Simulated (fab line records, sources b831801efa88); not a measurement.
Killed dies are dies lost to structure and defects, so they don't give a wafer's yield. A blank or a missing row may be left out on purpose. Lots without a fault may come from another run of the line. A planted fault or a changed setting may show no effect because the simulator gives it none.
fab line records | flow sky130
record lots=6 wafers=18 last_day=50
route steps=708 shown PWDE@54 NWELL@56 PAD_OPEN@708
lots that met no fault: from a run of the same line without faults
start_h: hours from the record's first day to the start of the lot's first wafer shown | wait_h: hours since the lot's step before | " the same as in the row above | L1.1+2: a row that stands for several wafers | - no value, or no start given | * or withheld: withheld | < > ~ a bound
route shown NAME@n: a module of which the file shows steps, and the number in the route of the first | usual: mean/standard deviation of fault-free wafers | same: alike in all rows | chamber/n: place in a boat | sites: the reading at each site | _std_site: their standard deviation | _edge_site: outer sites' mean less inner sites' | radius_mm: how far each site lies from the wafer's centre | mask NAME#n: copy n | behind: the tool/chamber that last shaped the wafer | hold: why the lot was held/for how many hours/how that ended | device: the transistor (n, p or np) that didn't switch | end of line: the same wafers' tests at the end of the route | a step without rows: its recipe alone | killed: dies lost to structure and defects at the first sort, not the wafer's yield | map: a wafer's dies, x killed, . not, _ none there
set.NAME: the setting as run; set.NAME@STEP: as run at that earlier step | model.NAME: the simulator's own value behind a step, which no gauge read
lots at some steps of the route; a table a step, a row a wafer
services: from which hour (start_h, from the record's first day; less than 0 if before it) a tool's chamber was out of use, for how many hours, and why
## steps
# step SKY_PWDE_STRIP_09
# recipe chemistry=O2/N2 power_w=1400 pressure_mtorr=1500 platen_temp_c=withheld o2_flow_sccm=3000 n2_flow_sccm=300 overash_fraction=0.5
# usual drypump_motor_current_A=5.7/0.48 oes_product_au=0.722/0.0045 strip_time_to_endpoint_s=36.94/0.093
# columns lot.wafer tool chamber start_h wait_h drypump_motor_current_A oes_product_au rf_hours_counter_h strip_time_to_endpoint_s
L363.2 plasma_asher-04 0 76.29 0.1 5.3 0.725 35 36.87
L363.4 " 0 " " 5.3 0.727 - 36.95
L363.5 " 0 " " 5.3 0.723 - 36.90
L364.2 plasma_asher-01 0 79.99 0.1 5.4 0.726 40 36.90
L364.5 " 1 " " 6.1 0.723 - 36.85
L364.6 " 0 " " 5.3 0.725 - 36.84
L368.1 plasma_asher-03 0 103.51 0.1 5.6 0.723 41 36.76
L368.5 " 1 " " 5.1 0.728 - 36.80
L368.6 " 0 " " 5.6 0.720 - 36.74
L370.4 plasma_asher-01 1 114.60 0.1 6.1 0.722 - 36.88
L370.5 " 0 " " 5.3 0.715 - 36.91
L370.6 " 1 " " 6.1 0.717 - 36.85
L377.1 plasma_asher-04 1 159.06 0.1 6.4 0.720 44 36.90
L377.2 " 0 " " 5.3 0.722 44 36.86
L377.6 " 0 " " 5.3 0.724 - 36.75
L383.1 plasma_asher-03 0 191.99 0.1 5.6 0.722 7 36.90
L383.3 " 1 " " 5.1 0.720 - 36.87
L383.6 " 1 " " 5.1 0.717 - 36.89
# step SKY_PWDE_TW_MEAS_10
# usual PWDE_TW=372/5.3
# columns lot.wafer tool chamber start_h wait_h PWDE_TW
L363.2 film_metro-04 - 76.40 0.1 374
L363.4 " - " " 374
L363.5 " - " " 373
L364.2 film_metro-04 - 80.10 0.1 372
L364.5 " - " " 372
L364.6 " - " " 374
L368.1 film_metro-04 - 103.61 0.1 370
L368.5 " - " " 372
L368.6 " - " " 371
L370.4 film_metro-04 - 114.70 0.1 370
L370.5 " - " " 368
L370.6 " - " " 369
L377.1 film_metro-04 - 159.16 0.1 371
L377.2 " - " " 375
L377.6 " - " " 374
L383.1 film_metro-04 - 192.09 0.1 373
L383.3 " - " " 373
L383.6 " - " " 373
# step SKY_NWELL_DEHYDRATE_03
# recipe temp_c=200 time_s=60
# step SKY_NWELL_HMDS_04
# recipe prime_time_s=60 prime_temp_c=120
# step SKY_NWELL_COAT_05
# recipe spin_rpm=2000 resist_thk_nm=3000
# step SKY_NWELL_SOFTBAKE_06
# recipe temp_c=110 time_s=withheld
# step SKY_NWELL_EXPOSE_07
# recipe mask_id=NWM na=0.6 source_shape=conventional sigma_outer=0.6 polarization=unpolarized target_cd_nm=840 dose_mj=255
# step SKY_NWELL_PEB_08
# recipe temp_c=115 time_s=withheld
# step SKY_NWELL_DEVELOP_09
# recipe wall_angle_deg=90 developer=TMAH develop_time_s=60 dev_temp_c=23
# step SKY_NWELL_OVL_MEAS_10
# usual NWELL_00_OVL=-0.1/1.4
# columns lot.wafer tool chamber start_h wait_h NWELL_00_OVL[nm]
L363.2 overlay-01 - 93.39 - -0.4
L363.4 " - " " -0.6
L363.5 " - " " 1.6
L364.2 overlay-01 - 96.84 - -2.0
L364.5 " - " " 2.5
L364.6 " - " " 0.1
L368.1 overlay-02 - 121.50 - 2.2
L368.5 " - " " 0.0
L368.6 " - " " -1.3
L370.4 overlay-01 - 133.35 - 1.8
L370.5 " - " " 1.1
L370.6 " - " " 0.9
L377.1 overlay-02 - 180.18 - 1.8
L377.2 " - " " 0.7
L377.6 " - " " -1.5
L383.1 overlay-02 - 213.33 - -1.7
L383.3 " - " " -1.2
L383.6 " - " " -1.8
# step SKY_NWELL_IMPLANT_11
# recipe species=P energy_kev=400 dose_cm2=1.9e+13 tilt_deg=withheld
# step SKY_NWELL_IMPLANT_12
# recipe species=P energy_kev=120 dose_cm2=1.3e+12 tilt_deg=withheld
# step SKY_NWELL_IMPLANT_13
# recipe species=P energy_kev=50 dose_cm2=7e+11 tilt_deg=withheld
# usual beam_on_s=9.99/0.19 dose_ions_cm2=6.998e+11/7.9e+08 end_station_pressure_torr=5.03e-06/2.4e-07 faraday_current_uA=3.95/0.074
# columns lot.wafer tool chamber start_h wait_h beam_on_s dose_ions_cm2 end_station_pressure_torr faraday_current_uA
L363.2 implanter-03 0 93.75 0.1 10.23 6.995e+11 5.28e-06 3.85
L363.4 " 0 " " 9.91 6.999e+11 5.08e-06 3.99
L363.5 " 0 " " 9.98 6.995e+11 4.41e-06 3.98
L364.2 implanter-01 0 97.20 0.1 10.00 7.011e+11 5.61e-06 3.95
L364.5 " 0 " " 10.04 6.988e+11 4.82e-06 3.93
L364.6 " 0 " " 10.21 7.004e+11 4.77e-06 3.86
L368.1 implanter-01 0 121.84 0.1 10.03 2.365e+11 4.95e-06 1.32
L368.5 " 0 " " 10.10 2.371e+11 5.55e-06 1.32
L368.6 " 0 " " 9.82 2.37e+11 4.92e-06 1.36
L370.4 implanter-01 0 133.75 0.1 10.36 2.354e+11 5.01e-06 1.28
L370.5 " 0 " " 10.21 2.35e+11 4.75e-06 1.30
L370.6 " 0 " " 10.07 2.351e+11 5.22e-06 1.32
L377.1 implanter-04 0 180.51 0.1 9.85 6.997e+11 5e-06 4.00
L377.2 " 0 " " 9.95 7.006e+11 5.25e-06 3.98
L377.6 " 0 " " 10.13 7.002e+11 5.18e-06 3.90
L383.1 implanter-01 0 213.66 0.1 9.98 6.991e+11 4.6e-06 3.96
L383.3 " 0 " " 10.00 6.994e+11 5.3e-06 3.98
L383.6 " 0 " " 10.29 6.98e+11 4.87e-06 3.85
# step SKY_NWELL_STRIP_14
# recipe chemistry=O2/N2 power_w=1400 pressure_mtorr=1500 platen_temp_c=withheld o2_flow_sccm=3000 n2_flow_sccm=300 overash_fraction=0.5
# usual drypump_motor_current_A=5.8/0.54 oes_product_au=0.722/0.0037 strip_time_to_endpoint_s=36.90/0.093
# columns lot.wafer tool chamber start_h wait_h drypump_motor_current_A oes_product_au rf_hours_counter_h strip_time_to_endpoint_s
L363.2 plasma_asher-04 0 93.87 0.1 5.3 0.723 37 36.93
L363.4 " 1 " " 6.4 0.715 - 36.93
L363.5 " 0 " " 5.3 0.722 - 36.97
L364.2 plasma_asher-04 0 97.32 0.1 5.3 0.725 37 36.83
L364.5 " 0 " " 5.3 0.722 - 36.76
L364.6 " 1 " " 6.4 0.722 - 36.85
L368.1 plasma_asher-02 1 121.99 0.1 6.3 0.720 34 36.87
L368.5 " 0 " " 5.3 0.715 - 36.94
L368.6 " 1 " " 6.3 0.724 - 36.92
L370.4 plasma_asher-02 0 133.85 0.1 5.4 0.724 - 36.94
L370.5 " 0 " " 5.3 0.720 - 36.94
L370.6 " 1 " " 6.4 0.720 - 36.92
L377.1 plasma_asher-02 1 180.66 0.1 6.4 0.723 40 36.85
L377.2 " 0 " " 5.3 0.717 40 36.89
L377.6 " 1 " " 6.4 0.730 - 36.71
L383.1 plasma_asher-04 0 213.81 0.1 5.3 0.723 48 37.06
L383.3 " 0 " " 5.3 0.724 - 36.91
L383.6 " 0 " " 5.3 0.726 - 36.99
# step SKY_NWELL_TW_MEAS_15
# usual NWELL_TW=1814/28
# columns lot.wafer tool chamber start_h wait_h NWELL_TW
L363.2 film_metro-04 - 93.98 0.1 1818
L363.4 " - " " 1824
L363.5 " - " " 1810
L364.2 film_metro-04 - 97.43 0.1 1810
L364.5 " - " " 1800
L364.6 " - " " 1801
L368.1 film_metro-04 - 122.09 0.1 1807
L368.5 " - " " 1822
L368.6 " - " " 1817
L370.4 film_metro-04 - 133.95 0.1 1809
L370.5 " - " " 1809
L370.6 " - " " 1802
L377.1 film_metro-01 - 180.76 0.1 1761
L377.2 " - " " 1764
L377.6 " - " " 1764
L383.1 film_metro-01 - 213.91 0.1 1780
L383.3 " - " " 1777
L383.6 " - " " 1776
# step SKY_NWELL_DEHYDRATE_16
# recipe temp_c=200 time_s=60
# step SKY_NWELL_HMDS_17
# recipe prime_time_s=60 prime_temp_c=120
# step SKY_NWELL_COAT_18
# recipe spin_rpm=2000 resist_thk_nm=3000
# step SKY_NWELL_SOFTBAKE_19
# recipe temp_c=110 time_s=withheld
# step SKY_NWELL_EXPOSE_20
# recipe mask_id=NWM_COMPLEMENT na=0.6 source_shape=conventional sigma_outer=0.6 polarization=unpolarized target_cd_nm=840 dose_mj=260
# step SKY_NWELL_PEB_21
# recipe temp_c=115 time_s=withheld
# step SKY_NWELL_DEVELOP_22
# recipe wall_angle_deg=90 developer=TMAH develop_time_s=60 dev_temp_c=23
# step SKY_NWELL_OVL_MEAS_23
# usual NWELL_01_OVL=0.0/1.4
# columns lot.wafer tool chamber start_h wait_h NWELL_01_OVL[nm]
L363.2 overlay-01 - 111.54 - 0.1
L363.4 " - " " 2.7
L363.5 " - " " -1.0
L364.2 overlay-01 - 114.88 - 1.2
L364.5 " - " " 0.7
L364.6 " - " " -1.1
L368.1 overlay-01 - 141.24 - 1.1
L368.5 " - " " 1.4
L368.6 " - " " 0.9
L370.4 overlay-02 - 152.60 - 0.3
L370.5 " - " " 2.2
L370.6 " - " " 2.1
L377.1 overlay-01 - 201.09 - -0.7
L377.2 " - " " 0.0
L377.6 " - " " -0.4
L383.1 overlay-02 - 236.08 - -0.5
L383.3 " - " " -2.4
L383.6 " - " " -0.2
# step SKY_NWELL_IMPLANT_24
# recipe species=B energy_kev=140 dose_cm2=9.2e+12 tilt_deg=withheld
# step SKY_NWELL_STRIP_25
# recipe chemistry=O2/N2 power_w=1400 pressure_mtorr=1500 platen_temp_c=withheld o2_flow_sccm=3000 n2_flow_sccm=300 overash_fraction=0.5
# usual drypump_motor_current_A=5.7/0.53 oes_product_au=0.722/0.0044 strip_time_to_endpoint_s=36.90/0.11
# columns lot.wafer tool chamber start_h wait_h drypump_motor_current_A oes_product_au rf_hours_counter_h strip_time_to_endpoint_s
L363.2 plasma_asher-04 1 111.72 0.1 6.4 0.726 39 36.92
L363.4 " 0 " " 5.3 0.718 - 37.00
L363.5 " 1 " " 6.4 0.727 - 37.02
L364.2 plasma_asher-02 0 115.06 0.1 5.3 0.720 34 36.97
L364.5 " 0 " " 5.4 0.726 - 37.10
L364.6 " 1 " " 6.3 0.727 - 37.06
L368.1 plasma_asher-03 0 141.42 0.1 5.6 0.718 2 36.92
L368.5 " 0 " " 5.6 0.721 - 36.85
L368.6 " 1 " " 5.1 0.719 - 36.82
L370.4 plasma_asher-03 1 152.80 0.1 5.1 0.714 - 36.89
L370.5 " 0 " " 5.6 0.717 - 36.74
L370.6 " 1 " " 5.1 0.716 - 36.75
L377.1 plasma_asher-03 1 201.27 0.1 5.1 0.725 8 36.79
L377.2 " 0 " " 5.6 0.730 8 36.66
L377.6 " 0 " " 5.6 0.724 - 36.78
L383.1 plasma_asher-02 0 236.27 0.1 5.3 0.722 46 36.82
L383.3 " 0 " " 5.3 0.716 - 36.77
L383.6 " 0 " " 5.3 0.716 - 36.89
# step SKY_NWELL_TW_MEAS_26
# usual NWELL_2_TW=494/7.8
# columns lot.wafer tool chamber start_h wait_h NWELL_2_TW
L363.2 film_metro-03 - 111.83 0.1 500
L363.4 " - " " 501
L363.5 " - " " 500
L364.2 film_metro-04 - 115.17 0.1 487
L364.5 " - " " 490
L364.6 " - " " 489
L368.1 film_metro-01 - 141.52 0.1 482
L368.5 " - " " 484
L368.6 " - " " 483
L370.4 film_metro-01 - 152.89 0.1 483
L370.5 " - " " 488
L370.6 " - " " 487
L377.1 film_metro-03 - 201.37 0.1 505
L377.2 " - " " 506
L377.6 " - " " 506
L383.1 film_metro-04 - 236.37 0.1 497
L383.3 " - " " 495
L383.6 " - " " 496
# step SKY_NWELL_CLEAN_27
# recipe chemistry=SC1/SC2 mix=1:4:20 temp_c=70 time_s=150 dry=n2_spin
# step SKY_NWELL_RTA_28
# recipe temp_c=1050 time_s=30 idle_temp_c=650 ramp_up_c_per_s=150 ramp_down_c_per_s=90 ambient=N2
# usual lamp_power_pct=25.30/0.055 wafer_temp_C_max=1054.8/0.93
# columns lot.wafer tool chamber start_h wait_h lamp_power_pct wafer_temp_C_max
L363.2 rtp_anneal-02 0 111.95 0.0 25.40 1054.5
L363.4 " 0 " " 25.24 1054.4
L363.5 " 0 " " 25.33 1054.7
L364.2 rtp_anneal-02 0 115.30 0.0 25.42 1054.4
L364.5 " 0 " " 25.33 1054.8
L364.6 " 0 " " 25.31 1054.0
L368.1 rtp_anneal-02 0 141.69 0.0 25.29 1053.9
L368.5 " 0 " " 25.20 1054.2
L368.6 " 0 " " 25.37 1054.6
L370.4 rtp_anneal-02 0 153.02 0.1 25.32 1054.9
L370.5 " 0 " " 25.31 1053.4
L370.6 " 0 " " 25.30 1055.0
L377.1 rtp_anneal-01 0 201.49 0.0 25.38 1054.5
L377.2 " 0 " " 25.28 1053.7
L377.6 " 0 " " 25.30 1055.7
L383.1 rtp_anneal-01 0 236.48 0.0 25.31 1054.4
L383.3 " 0 " " 25.32 1054.4
L383.6 " 0 " " 25.29 1053.8
# step SKY_NWELL_RS_MEAS_29
# recipe thk_meas_gauge=four-point-probe
# usual NWELL_RS=624.2/1.8
# columns lot.wafer tool chamber start_h wait_h NWELL_RS[ohm/sq]
L363.2 film_metro-01 - 112.05 0.1 622.9
L363.4 " - " " 623.6
L363.5 " - " " 624.3
L364.2 film_metro-03 - 115.40 0.1 624.4
L364.5 " - " " 626.9
L364.6 " - " " 626.7
L368.1 film_metro-03 - 141.79 0.1 639.5
L368.5 " - " " 639.3
L368.6 " - " " 639.2
L370.4 film_metro-03 - 153.13 0.1 642.2
L370.5 " - " " 642.1
L370.6 " - " " 642.0
L377.1 film_metro-03 - 201.59 0.1 625.6
L377.2 " - " " 628.1
L377.6 " - " " 626.4
L383.1 film_metro-03 - 236.58 0.1 621.5
L383.3 " - " " 623.9
L383.6 " - " " 622.4
# step SKY_PAD_OPEN_PROBE_99
# usual killed_at_M0_to_M3=43/7.1 killed_at_M4_up=3.2/1.7 killed_at_contacts=24/5.6 killed_at_front_end=16/5 killed_at_other=0.4/0.68 killed_dies=86/9.3 killed_on_rim=17/3.8 killed_open=47/7.1 killed_short=39/5.7
# same gross_dies=492 killed_at_back_side=0
# columns lot.wafer tool chamber start_h wait_h killed_at_M0_to_M3 killed_at_M4_up killed_at_contacts killed_at_front_end killed_at_other killed_dies killed_on_rim killed_open killed_short model.etest.nfet_16v.r_on_ohm_um model.etest.pfet_g5v0d10v5.r_on_ohm_um model.etest.tip_p.rs_ohm_sq model.etest.tip_p_5v.rs_ohm_sq model.etest.pfet_g5v0d10v5.drive_ua_um model.etest.pfet_01v8_lvt.drive_ua_um model.etest.pfet_16v.drive_ua_um model.etest.pfet_01v8.drive_ua_um
L364.2 prober-01 - 1090.67 0.1 42 3 31 28 0 104 21 62 42 1.411e+04 4781 6754 2843 338.9 171.6 238.8 189.2
L364.5 prober-01 - 1090.82 0.2 35 3 18 16 0 72 18 47 25 1.406e+04 4758 6786 2853 342.3 174.7 241 195.1
L364.6 prober-01 - 1090.87 0.2 50 3 25 23 0 101 19 52 48 1.421e+04 4770 6803 2813 342.4 173.5 240.2 192.3
L368.1 prober-01 - 1116.85 0.1 48 5 22 12 0 87 13 46 41 1.476e+04 4585 6767 2797 355.7 191.7 247.3 203.7
L368.5 prober-01 - 1117.05 0.2 56 3 25 23 0 107 20 57 50 1.471e+04 4522 6781 2770 361 190.9 254.6 200.6
L368.6 prober-01 - 1117.10 0.2 44 1 20 15 0 80 13 47 33 1.475e+04 4602 6772 2780 356.2 191.1 252.2 199.8
L370.4 prober-01 - 1129.43 0.2 57 2 21 12 1 93 12 53 40 1.494e+04 4458 6675 2795 367.2 193.1 257.2 201
L370.5 prober-01 - 1129.48 0.2 56 1 27 15 0 99 19 57 42 1.486e+04 4492 6681 2790 365.5 193.9 258.7 206.2
L370.6 prober-01 - 1129.53 0.2 43 4 30 13 1 91 23 52 39 1.493e+04 4480 6667 2798 365.6 194 253.8 203.5
L377.1 prober-01 - 1171.66 0.1 55 2 32 13 1 103 19 57 45 1.406e+04 4803 6794 2877 341.9 174.5 243 191.4
L377.2 prober-01 - 1171.71 0.1 48 2 28 19 1 98 21 54 43 1.411e+04 4744 6776 2848 347.5 177 247.6 195.9
L377.6 prober-01 - 1171.91 0.2 42 1 15 24 0 82 10 49 33 1.415e+04 4756 6822 2862 341.9 172 242.9 194.3
# killed by level:class
L364.2 CONTACT:geometric_particle:open=12 VIA1:geometric_particle:open=11 VIA2:geometric_particle:open=9 POLY_GATE:geometric_particle:open=7 FIELD_ISO:geometric_particle:open=6 VIA3:geometric_particle:open=6 POLY_GATE:geometric_particle:short=5 LI_CONTACT:geometric_particle:short=5
L364.5 VIA1:geometric_particle:open=12 CONTACT:geometric_particle:open=9 POLY_GATE:geometric_particle:short=5 POLY_GATE:geometric_particle:open=5 LI_CONTACT:geometric_particle:open=5 VIA2:geometric_particle:open=5 VIA3:geometric_particle:open=4 FIELD_ISO:geometric_particle:open=3
L364.6 VIA2:geometric_particle:open=15 VIA1:geometric_particle:open=9 CONTACT:geometric_particle:open=7 FIELD_ISO:geometric_particle:open=6 CONTACT:geometric_particle:short=6 POLY_GATE:geometric_particle:short=6 VIA3:geometric_particle:open=6 FIELD_ISO:geometric_particle:short=5
L368.1 LI_CONTACT:geometric_particle:open=11 METAL2:geometric_particle:short=8 METAL1:geometric_particle:short=8 VIA1:geometric_particle:short=8 VIA1:geometric_particle:open=8 CONTACT:geometric_particle:open=7 VIA2:geometric_particle:open=5 FIELD_ISO:geometric_particle:short=4
L368.5 VIA1:geometric_particle:open=13 METAL1:geometric_particle:short=11 FIELD_ISO:geometric_particle:open=10 VIA1:geometric_particle:short=10 LI_CONTACT:geometric_particle:open=9 CONTACT:geometric_particle:open=6 VIA3:geometric_particle:open=5 VIA2:geometric_particle:open=5
L368.6 VIA1:geometric_particle:open=10 CONTACT:geometric_particle:open=8 VIA3:geometric_particle:open=7 LI_CONTACT:geometric_particle:open=6 VIA1:geometric_particle:short=6 FIELD_ISO:geometric_particle:open=5 FIELD_ISO:geometric_particle:short=5 VIA2:geometric_particle:open=5
L370.4 VIA1:geometric_particle:open=14 VIA2:geometric_particle:open=12 CONTACT:geometric_particle:open=7 VIA3:geometric_particle:open=7 LI_CONTACT:geometric_particle:open=6 VIA1:geometric_particle:short=6 VIA2:geometric_particle:short=5 FIELD_ISO:geometric_particle:short=4
L370.5 VIA2:geometric_particle:open=11 VIA1:geometric_particle:open=10 VIA3:geometric_particle:open=10 LI_CONTACT:geometric_particle:open=9 CONTACT:geometric_particle:open=9 METAL1:geometric_particle:short=6 METAL2:geometric_particle:short=6 FIELD_ISO:geometric_particle:short=5
L370.6 LI_CONTACT:geometric_particle:open=11 VIA3:geometric_particle:open=8 CONTACT:geometric_particle:open=7 VIA1:geometric_particle:open=6 VIA2:geometric_particle:open=6 CONTACT:geometric_particle:short=5 VIA1:geometric_particle:short=5 METAL2:geometric_particle:open=5
L377.1 VIA1:geometric_particle:open=15 LI_CONTACT:geometric_particle:open=10 VIA2:geometric_particle:open=9 CONTACT:geometric_particle:open=8 CONTACT:geometric_particle:short=6 METAL1:geometric_particle:short=6 METAL2:geometric_particle:short=5 VIA3:geometric_particle:open=5
L377.2 CONTACT:geometric_particle:open=9 VIA3:geometric_particle:open=9 LOCAL_INTERCONNECT:geometric_particle:short=8 VIA1:geometric_particle:open=8 LI_CONTACT:geometric_particle:open=7 METAL2:geometric_particle:short=7 FIELD_ISO:geometric_particle:open=6 METAL1:geometric_particle:short=5
L377.6 VIA1:geometric_particle:open=11 FIELD_ISO:geometric_particle:short=9 VIA2:geometric_particle:open=9 FIELD_ISO:geometric_particle:open=8 CONTACT:geometric_particle:open=8 VIA2:geometric_particle:short=4 POLY_GATE:geometric_particle:open=3 VIA1:geometric_particle:short=3
## services
# columns tool chamber start_h hours kind
implanter-04 - 53.72 1.9 repair
implanter-01 - 82.29 2.8 repair
plasma_asher-04 - 98.52 3.2 repair
implanter-04 - 106.46 1.2 repair
plasma_asher-03 - 108.84 9.0 pm
plasma_asher-03 0 108.84 9.0 vent_cycle
plasma_asher-03 1 108.84 9.0 vent_cycle
rtp_anneal-01 - 112.71 3.8 pm
plasma_asher-02 - 115.57 2.8 pm
plasma_asher-03 0 117.84 - clean
plasma_asher-03 1 117.84 - clean
implanter-03 - 131.61 3.2 pm
implanter-03 - 139.06 3.4 repair
implanter-03 - 146.76 5.8 repair
implanter-03 - 184.48 2.4 repair
implanter-04 - 192.85 3.6 pm
implanter-04 - 213.52 4.1 pm
implanter-01 - 224.24 0.8 repair
## key
first_sign step=SKY_NWELL_IMPLANT_13 reading=dose_ions_cm2 direction=down sigmas=99+ usual=* struck=*
effect step=SKY_NWELL_IMPLANT_13 reading=faraday_current_uA direction=down sigmas=36 usual=3.95 struck=1.32
effect step=SKY_NWELL_RS_MEAS_29 reading=NWELL_RS direction=up sigmas=9 usual=624.2 struck=640.7
model_effect step=SKY_PAD_OPEN_PROBE_99 value=etest.nfet_16v.r_on_ohm_um without=1.424e+04 struck=1.483e+04
met_at SKY_NWELL_IMPLANT_13
struck_wafers L368.1,L368.5,L368.6,L370.4,L370.5,L370.6
tester_left_out L368,L370
onset_between 97.20 121.84
fault kind=process_parameter_drift tool=implanter-01 chamber=- onset_h=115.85 steps=SKY_NWELL_IMPLANT_13 channel=dose_cm2 offset=* shape=step end_h=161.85 acts_in=* stated=*
# tester_left_out: of these lots the tester's yield and bins aren't shown, on N5 and GAA mostly nor the transistor test; their killed dies are dies lost to structure and defects alone, not to doping, threshold or leakage, so they don't give the yield
